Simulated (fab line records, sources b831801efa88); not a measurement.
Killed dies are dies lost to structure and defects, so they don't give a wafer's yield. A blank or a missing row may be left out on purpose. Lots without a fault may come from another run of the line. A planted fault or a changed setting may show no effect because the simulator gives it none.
Which tool did it? | flow gf180mcu | 24 lots, 72 wafers sampled, at 6 steps of a route of 602

WHAT THE GAUGES READ, wafer by wafer
The record holds no reading of a measuring or inspecting step that can be judged against a usual standard deviation.

WHICH TOOL RAN EACH LOT (tool, then ch and the chambers of the sampled wafers, then the start)
lot  | GF_V2_ETCH_16                      | GF_M3_SPUTTER_00             | GF_M3_STRIP_17                       | GF_V4_SPUTTER_22             | GF_MIM_SPUTTER_01            | GF_M5_STRIP_11
L074 | rie_diel-04 ch 0,3, day 20 08:10   | pvd_sputter-01, day 20 09:33 | plasma_asher-04 ch 0,1, day 21 10:58 | pvd_sputter-04, day 24 13:56 | pvd_sputter-01, day 24 14:41 | plasma_asher-03 ch 0,1, day 26 10:00
L075 | rie_diel-01 ch 0,3, day 20 13:50   | pvd_sputter-01, day 20 15:12 | plasma_asher-04 ch 0,1, day 21 16:22 | pvd_sputter-01, day 24 18:28 | pvd_sputter-01, day 24 19:12 | plasma_asher-03 ch 0,1, day 26 14:47
L076 | rie_diel-01 ch 0,3, day 21 08:10   | pvd_sputter-03, day 21 09:32 | plasma_asher-03 ch 0,1, day 22 10:20 | pvd_sputter-04, day 25 12:13 | pvd_sputter-03, day 25 12:56 | plasma_asher-02 ch 0,1, day 27 06:17
L077 | rie_diel-03 ch 0,3, day 21 15:55   | pvd_sputter-01, day 21 17:16 | plasma_asher-04 ch 0,1, day 22 17:34 | pvd_sputter-04, day 25 17:22 | pvd_sputter-03, day 25 18:05 | plasma_asher-03 ch 0,1, day 27 11:57
L079 | rie_diel-04 ch 1,2,3, day 22 03:23 | pvd_sputter-03, day 22 04:45 | plasma_asher-03 ch 0,1, day 23 04:53 | pvd_sputter-02, day 26 03:56 | pvd_sputter-03, day 26 04:40 | plasma_asher-02 ch 0,1, day 27 21:15
L078 | rie_diel-04 ch 2,3, day 22 07:07   | pvd_sputter-01, day 22 08:38 | plasma_asher-01 ch 0,1, day 23 08:35 | pvd_sputter-02, day 26 08:16 | pvd_sputter-04, day 26 08:59 | plasma_asher-04 ch 0,1, day 28 01:21
L080 | rie_diel-01 ch 0,3, day 22 14:58   | pvd_sputter-03, day 22 16:28 | plasma_asher-04 ch 0,1, day 23 16:23 | pvd_sputter-02, day 26 14:27 | pvd_sputter-01, day 26 15:11 | plasma_asher-03 ch 0,1, day 28 07:42
L081 | rie_diel-01 ch 1,2,3, day 23 00:13 | pvd_sputter-04, day 23 01:35 | plasma_asher-03 ch 0,1, day 24 00:58 | pvd_sputter-01, day 26 21:42 | pvd_sputter-04, day 26 22:26 | plasma_asher-04 ch 0,1, day 28 15:12
L082 | rie_diel-01 ch 0,2,3, day 23 12:34 | pvd_sputter-03, day 23 13:55 | plasma_asher-03 ch 0,1, day 24 12:22 | pvd_sputter-04, day 27 08:44 | pvd_sputter-01, day 27 09:28 | plasma_asher-02 ch 0,1, day 29 01:11
L083 | rie_diel-01 ch 0,1,3, day 23 19:04 | pvd_sputter-03, day 23 20:25 | plasma_asher-03 ch 0, day 24 19:07   | pvd_sputter-04, day 27 14:42 | pvd_sputter-03, day 27 15:26 | plasma_asher-02 ch 1, day 29 07:00
L084 | rie_diel-01 ch 0,1,3, day 24 02:56 | pvd_sputter-04, day 24 04:17 | plasma_asher-03 ch 0,1, day 25 02:59 | pvd_sputter-04, day 27 21:05 | pvd_sputter-03, day 27 21:49 | plasma_asher-02 ch 0,1, day 29 12:24
L085 | rie_diel-04 ch 0,2,3, day 24 10:05 | pvd_sputter-01, day 24 11:30 | plasma_asher-03 ch 0,1, day 25 10:19 | pvd_sputter-04, day 28 03:38 | pvd_sputter-01, day 28 04:29 | plasma_asher-04 ch 0,1, day 29 19:30
L086 | rie_diel-03 ch 1,3, day 24 16:47   | pvd_sputter-04, day 24 18:32 | plasma_asher-04 ch 0,1, day 25 16:07 | pvd_sputter-02, day 28 11:02 | pvd_sputter-04, day 28 11:46 | plasma_asher-02 ch 0, day 30 02:39
L087 | rie_diel-03 ch 0,3, day 24 22:43   | pvd_sputter-01, day 25 00:04 | plasma_asher-04 ch 0,1, day 25 21:46 | pvd_sputter-04, day 28 16:47 | pvd_sputter-01, day 28 17:31 | plasma_asher-02 ch 0,1, day 30 07:33
L088 | rie_diel-04 ch 1,2, day 25 05:22   | pvd_sputter-03, day 25 06:43 | plasma_asher-03 ch 0,1, day 26 04:17 | pvd_sputter-02, day 28 21:29 | pvd_sputter-04, day 28 22:13 | plasma_asher-02 ch 0,1, day 30 12:15
L089 | rie_diel-04 ch 0,1,3, day 25 13:13 | pvd_sputter-04, day 25 14:34 | plasma_asher-03 ch 0,1, day 26 11:50 | pvd_sputter-02, day 29 03:27 | pvd_sputter-01, day 29 04:11 | plasma_asher-04 ch 0,1, day 30 17:35
L090 | rie_diel-01 ch 1,2,3, day 25 23:04 | pvd_sputter-03, day 26 00:25 | plasma_asher-04 ch 0,1, day 26 22:02 | pvd_sputter-02, day 29 13:13 | pvd_sputter-04, day 29 13:56 | plasma_asher-04 ch 0,1, day 31 03:53
L091 | rie_diel-01 ch 2,3, day 26 07:53   | pvd_sputter-04, day 26 09:14 | plasma_asher-03 ch 0,1, day 27 04:50 | pvd_sputter-01, day 29 19:29 | pvd_sputter-04, day 29 20:13 | plasma_asher-03 ch 0,1, day 31 08:32
L092 | rie_diel-01 ch 2,3, day 26 13:05   | pvd_sputter-03, day 26 14:26 | plasma_asher-03 ch 0,1, day 27 11:08 | pvd_sputter-02, day 30 02:32 | pvd_sputter-04, day 30 03:16 | plasma_asher-03 ch 0,1, day 31 16:29
L093 | rie_diel-01 ch 0,1, day 26 17:19   | pvd_sputter-01, day 26 18:42 | plasma_asher-03 ch 0,1, day 27 15:02 | pvd_sputter-01, day 30 07:48 | pvd_sputter-01, day 30 08:32 | plasma_asher-02 ch 0,1, day 31 20:23
L094 | rie_diel-04 ch 0,1,2, day 27 01:13 | pvd_sputter-01, day 27 02:34 | plasma_asher-01 ch 0,1, day 27 23:22 | pvd_sputter-04, day 30 12:38 | pvd_sputter-03, day 30 13:22 | plasma_asher-02 ch 0,1, day 32 00:59
L095 | rie_diel-03 ch 1,2,3, day 27 10:52 | pvd_sputter-04, day 27 12:13 | plasma_asher-04 ch 0,1, day 28 07:52 | pvd_sputter-04, day 30 22:03 | pvd_sputter-01, day 30 22:47 | plasma_asher-04 ch 0,1, day 32 09:29
L096 | rie_diel-03 ch 2,3, day 27 15:17   | pvd_sputter-03, day 27 16:38 | plasma_asher-01 ch 0,1, day 28 12:49 | pvd_sputter-02, day 31 02:27 | pvd_sputter-04, day 31 03:11 | plasma_asher-04 ch 0,1, day 32 16:22
L097 | rie_diel-03 ch 0,1,2, day 28 00:59 | pvd_sputter-01, day 28 02:29 | plasma_asher-03 ch 0,1, day 28 22:25 | pvd_sputter-01, day 31 10:46 | pvd_sputter-04, day 31 11:29 | plasma_asher-02 ch 0,1, day 32 21:45
- GF_V2_ETCH_16: etches BARC in N2/H2.
- GF_M3_SPUTTER_00: material Ti, target thk 37.5 nm, time 150 s.
- GF_M3_STRIP_17: strips in O2/N2.
- GF_V4_SPUTTER_22: material TiN, target thk 10 nm, time 40 s.
- GF_MIM_SPUTTER_01: material TiN, target thk 30 nm, time 25 s.
- GF_M5_STRIP_11: strips in O2/N2.

WHAT THE TOOLS THEMSELVES READ (means of the sampled wafers that have a number; where no wafer has one, the mark that the record gives instead)
GF_V2_ETCH_16. Usual: drypump_motor_current_A 6.0 A, standard deviation 0.39; oes_product_au 0.855 a.u., standard deviation 0.0047; throttle_valve_pct 13.224 %, standard deviation 0.0089.
lot  | tool        | drypump_motor_current_A (A) | oes_product_au (a.u.) | throttle_valve_pct (%) | flag
L074 | rie_diel-04 | 6.2                         | 0.855                 | 13.228                 |
L075 | rie_diel-01 | 5.8                         | 0.859                 | 13.231                 |
L076 | rie_diel-01 | 5.7                         | 0.857                 | 13.216                 |
L077 | rie_diel-03 | 6.0                         | 0.859                 | 13.215                 |
L079 | rie_diel-04 | 6.0                         | 0.856                 | 13.218                 |
L078 | rie_diel-04 | 6.3                         | 0.856                 | 13.219                 |
L080 | rie_diel-01 | 5.8                         | 0.852                 | 13.233                 |
L081 | rie_diel-01 | 6.1                         | 0.862                 | 13.220                 |
L082 | rie_diel-01 | 6.0                         | 0.854                 | 13.224                 |
L083 | rie_diel-01 | 5.9                         | 0.854                 | 13.223                 |
L084 | rie_diel-01 | 5.9                         | 0.854                 | 13.223                 |
L085 | rie_diel-04 | 6.2                         | 0.855                 | 13.222                 |
L086 | rie_diel-03 | 5.8                         | 0.854                 | 13.224                 |
L087 | rie_diel-03 | 6.1                         | 0.856                 | 13.223                 |
L088 | rie_diel-04 | 5.6                         | 0.854                 | 13.229                 |
L089 | rie_diel-04 | 5.9                         | 0.856                 | 13.228                 |
L090 | rie_diel-01 | 6.1                         | 0.845                 | 13.227                 |
L091 | rie_diel-01 | 5.9                         | 0.854                 | 13.223                 |
L092 | rie_diel-01 | 6.2                         | 0.851                 | 13.227                 |
L093 | rie_diel-01 | 6.0                         | 0.850                 | 13.215                 |
L094 | rie_diel-04 | 5.9                         | 0.858                 | 13.223                 |
L095 | rie_diel-03 | 6.0                         | 0.855                 | 13.225                 |
L096 | rie_diel-03 | 6.3                         | 0.851                 | 13.223                 |
L097 | rie_diel-03 | 6.3                         | 0.857                 | 13.230                 |

GF_M3_SPUTTER_00. Usual: throttle_valve_pct 30.4 %, standard deviation 1.
lot  | tool           | throttle_valve_pct (%) | flag
L074 | pvd_sputter-01 | 30.8                   |
L075 | pvd_sputter-01 | 30.8                   |
L076 | pvd_sputter-03 | 30.2                   |
L077 | pvd_sputter-01 | 30.1                   |
L079 | pvd_sputter-03 | 30.5                   |
L078 | pvd_sputter-01 | 30.4                   |
L080 | pvd_sputter-03 | 30.4                   |
L081 | pvd_sputter-04 | 29.5                   |
L082 | pvd_sputter-03 | 30.0                   |
L083 | pvd_sputter-03 | 30.7                   |
L084 | pvd_sputter-04 | 30.5                   |
L085 | pvd_sputter-01 | 30.7                   |
L086 | pvd_sputter-04 | 30.8                   |
L087 | pvd_sputter-01 | 30.4                   |
L088 | pvd_sputter-03 | 30.9                   |
L089 | pvd_sputter-04 | 30.0                   |
L090 | pvd_sputter-03 | 30.5                   |
L091 | pvd_sputter-04 | 31.0                   |
L092 | pvd_sputter-03 | 30.5                   |
L093 | pvd_sputter-01 | 29.9                   |
L094 | pvd_sputter-01 | 30.0                   |
L095 | pvd_sputter-04 | 31.1                   |
L096 | pvd_sputter-03 | 30.6                   |
L097 | pvd_sputter-01 | 30.3                   |

GF_M3_STRIP_17. Usual: drypump_motor_current_A 5.5 A, standard deviation 0.3; heater_power_w 299 W, standard deviation 24; oes_product_au 0.558 a.u., standard deviation 0.0051; platen_temp_c 250.03 C, standard deviation 0.19; strip_time_to_endpoint_s 7.87 s, standard deviation 0.051.
lot  | tool            | drypump_motor_current_A (A) | heater_power_w (W) | oes_product_au (a.u.) | platen_temp_c (C) | strip_time_to_endpoint_s (s) | flag
L074 | plasma_asher-04 | 5.4                         | 293                | 0.552                 | 249.96            | 7.81                         |
L075 | plasma_asher-04 | 5.4                         | 291                | 0.559                 | 249.91            | 7.88                         |
L076 | plasma_asher-03 | 5.4                         | 292                | 0.556                 | 250.21            | 7.80                         |
L077 | plasma_asher-04 | 5.4                         | 290                | 0.556                 | 250.03            | 7.87                         |
L079 | plasma_asher-03 | 5.4                         | 291                | 0.559                 | 249.97            | 7.86                         |
L078 | plasma_asher-01 | 5.9                         | 356                | 0.556                 | 250.12            | 7.92                         |
L080 | plasma_asher-04 | 5.4                         | 305                | 0.560                 | 250.08            | 7.87                         |
L081 | plasma_asher-03 | 5.7                         | 295                | 0.556                 | 250.03            | 7.86                         |
L082 | plasma_asher-03 | 5.4                         | 290                | 0.558                 | 249.82            | 7.87                         |
L083 | plasma_asher-03 | 5.2                         | 293                | 0.554                 | 250.21            | 7.84                         |
L084 | plasma_asher-03 | 5.6                         | 291                | 0.555                 | 249.95            | 7.86                         |
L085 | plasma_asher-03 | 5.6                         | 293                | 0.557                 | 249.79            | 7.90                         |
L086 | plasma_asher-04 | 5.4                         | 302                | 0.561                 | 249.82            | 7.90                         |
L087 | plasma_asher-04 | 5.3                         | 298                | 0.557                 | 250.08            | 7.86                         |
L088 | plasma_asher-03 | 5.4                         | 290                | 0.559                 | 249.97            | 7.86                         |
L089 | plasma_asher-03 | 5.4                         | 295                | 0.555                 | 249.93            | 7.86                         |
L090 | plasma_asher-04 | 5.4                         | 302                | 0.558                 | 250.04            | 7.92                         |
L091 | plasma_asher-03 | 5.6                         | 292                | 0.560                 | 250.10            | 7.90                         |
L092 | plasma_asher-03 | 5.4                         | 292                | 0.561                 | 250.26            | 7.90                         |
L093 | plasma_asher-03 | 5.4                         | 292                | 0.561                 | 250.10            | 7.91                         |
L094 | plasma_asher-01 | 6.0                         | 323                | 0.562                 | 250.11            | 7.87                         |
L095 | plasma_asher-04 | 5.4                         | 285                | 0.552                 | 250.09            | 7.81                         |
L096 | plasma_asher-01 | 5.9                         | 345                | 0.556                 | 250.26            | 7.88                         |
L097 | plasma_asher-03 | 5.6                         | 296                | 0.557                 | 250.10            | 7.85                         |

GF_V4_SPUTTER_22. Usual: throttle_valve_pct 30.3 %, standard deviation 1.2.
lot  | tool           | throttle_valve_pct (%) | flag
L074 | pvd_sputter-04 | 29.9                   |
L075 | pvd_sputter-01 | 31.3                   |
L076 | pvd_sputter-04 | 30.7                   |
L077 | pvd_sputter-04 | 30.0                   |
L079 | pvd_sputter-02 | 30.2                   |
L078 | pvd_sputter-02 | 29.5                   |
L080 | pvd_sputter-02 | 29.8                   |
L081 | pvd_sputter-01 | 30.1                   |
L082 | pvd_sputter-04 | 30.6                   |
L083 | pvd_sputter-04 | 30.7                   |
L084 | pvd_sputter-04 | 31.2                   |
L085 | pvd_sputter-04 | 30.8                   |
L086 | pvd_sputter-02 | 30.1                   |
L087 | pvd_sputter-04 | 30.5                   |
L088 | pvd_sputter-02 | 29.8                   |
L089 | pvd_sputter-02 | 30.3                   |
L090 | pvd_sputter-02 | 30.1                   |
L091 | pvd_sputter-01 | 29.7                   |
L092 | pvd_sputter-02 | 29.3                   |
L093 | pvd_sputter-01 | 30.5                   |
L094 | pvd_sputter-04 | 31.2                   |
L095 | pvd_sputter-04 | 31.3                   |
L096 | pvd_sputter-02 | 30.8                   |
L097 | pvd_sputter-01 | 30.5                   |

GF_MIM_SPUTTER_01. Usual: throttle_valve_pct 30.4 %, standard deviation 1.2.
lot  | tool           | throttle_valve_pct (%) | flag
L074 | pvd_sputter-01 | 31.1                   |
L075 | pvd_sputter-01 | 30.5                   |
L076 | pvd_sputter-03 | 31.0                   |
L077 | pvd_sputter-03 | 30.4                   |
L079 | pvd_sputter-03 | 30.7                   |
L078 | pvd_sputter-04 | 31.1                   |
L080 | pvd_sputter-01 | 30.3                   |
L081 | pvd_sputter-04 | 30.4                   |
L082 | pvd_sputter-01 | 31.2                   |
L083 | pvd_sputter-03 | 30.7                   |
L084 | pvd_sputter-03 | 30.2                   |
L085 | pvd_sputter-01 | 30.3                   |
L086 | pvd_sputter-04 | 30.7                   |
L087 | pvd_sputter-01 | 30.4                   |
L088 | pvd_sputter-04 | 29.6                   |
L089 | pvd_sputter-01 | 30.1                   |
L090 | pvd_sputter-04 | 29.8                   |
L091 | pvd_sputter-04 | 29.5                   |
L092 | pvd_sputter-04 | 31.4                   |
L093 | pvd_sputter-01 | 30.9                   |
L094 | pvd_sputter-03 | 30.9                   |
L095 | pvd_sputter-01 | 30.4                   |
L096 | pvd_sputter-04 | 30.8                   |
L097 | pvd_sputter-04 | 29.8                   |

GF_M5_STRIP_11. Usual: drypump_motor_current_A 5.37 A, standard deviation 0.29; heater_power_w 307 W, standard deviation 23; oes_product_au 0.544 a.u., standard deviation 0.0051; platen_temp_c 250.01 C, standard deviation 0.17; strip_time_to_endpoint_s 7.55 s, standard deviation 0.036.
lot  | tool            | drypump_motor_current_A (A) | heater_power_w (W) | oes_product_au (a.u.) | platen_temp_c (C) | strip_time_to_endpoint_s (s) | flag
L074 | plasma_asher-03 | 5.64                        | 291                | 0.546                 | 250.03            | 7.55                         |
L075 | plasma_asher-03 | 5.62                        | 294                | 0.534                 | 249.90            | 7.51                         |
L076 | plasma_asher-02 | 5.18                        | 314                | 0.544                 | 250.03            | 7.53                         |
L077 | plasma_asher-03 | 5.64                        | 295                | 0.543                 | 249.88            | 7.58                         |
L079 | plasma_asher-02 | 5.17                        | 313                | 0.541                 | 249.84            | 7.55                         |
L078 | plasma_asher-04 | 5.39                        | 290                | 0.544                 | 250.18            | 7.58                         |
L080 | plasma_asher-03 | 5.42                        | 291                | 0.549                 | 250.12            | 7.62                         |
L081 | plasma_asher-04 | 5.41                        | 292                | 0.541                 | 250.04            | 7.58                         |
L082 | plasma_asher-02 | 5.38                        | 328                | 0.546                 | 250.04            | 7.56                         |
L083 | plasma_asher-02 | 4.96                        | 300                | 0.541                 | 250.04            | 7.54                         |
L084 | plasma_asher-02 | 5.38                        | 330                | 0.544                 | 250.10            | 7.54                         |
L085 | plasma_asher-04 | 5.41                        | 292                | 0.544                 | 250.12            | 7.51                         |
L086 | plasma_asher-02 | 5.61                        | 343                | 0.546                 | 249.98            | 7.58                         |
L087 | plasma_asher-02 | 5.17                        | 313                | 0.546                 | 250.02            | 7.59                         |
L088 | plasma_asher-02 | 5.18                        | 315                | 0.544                 | 249.89            | 7.57                         |
L089 | plasma_asher-04 | 5.34                        | 303                | 0.546                 | 250.05            | 7.55                         |
L090 | plasma_asher-04 | 5.36                        | 301                | 0.539                 | 250.17            | 7.53                         |
L091 | plasma_asher-03 | 5.60                        | 293                | 0.548                 | 250.32            | 7.54                         |
L092 | plasma_asher-03 | 5.42                        | 295                | 0.540                 | 250.04            | 7.50                         |
L093 | plasma_asher-02 | 5.18                        | 310                | 0.543                 | 249.92            | 7.57                         |
L094 | plasma_asher-02 | 5.18                        | 321                | 0.540                 | 249.84            | 7.55                         |
L095 | plasma_asher-04 | 5.35                        | 303                | 0.545                 | 249.93            | 7.54                         |
L096 | plasma_asher-04 | 5.41                        | 289                | 0.546                 | 250.06            | 7.57                         |
L097 | plasma_asher-02 | 5.40                        | 330                | 0.541                 | 250.08            | 7.55                         |

THE ANSWER, worked out from the rows above alone
Rule: a lot is off if the mean of its wafers that have a number lies more than 3 standard deviations from the usual mean. A lot without any number at a reading at which 4 lots or more have one is off too. The other lots that the step has rows for count as sound. The gauges are gone through in route order, then the tools' own readings, and for those a lot's mean is taken as printed above. The first step at which some lot is off is used, and at that step the reading that is off furthest; a lot without a number counts as furthest.
No lot is off at any reading shown: from this, nothing can be told.

WHAT THE SIMULATOR HAD PUT IN
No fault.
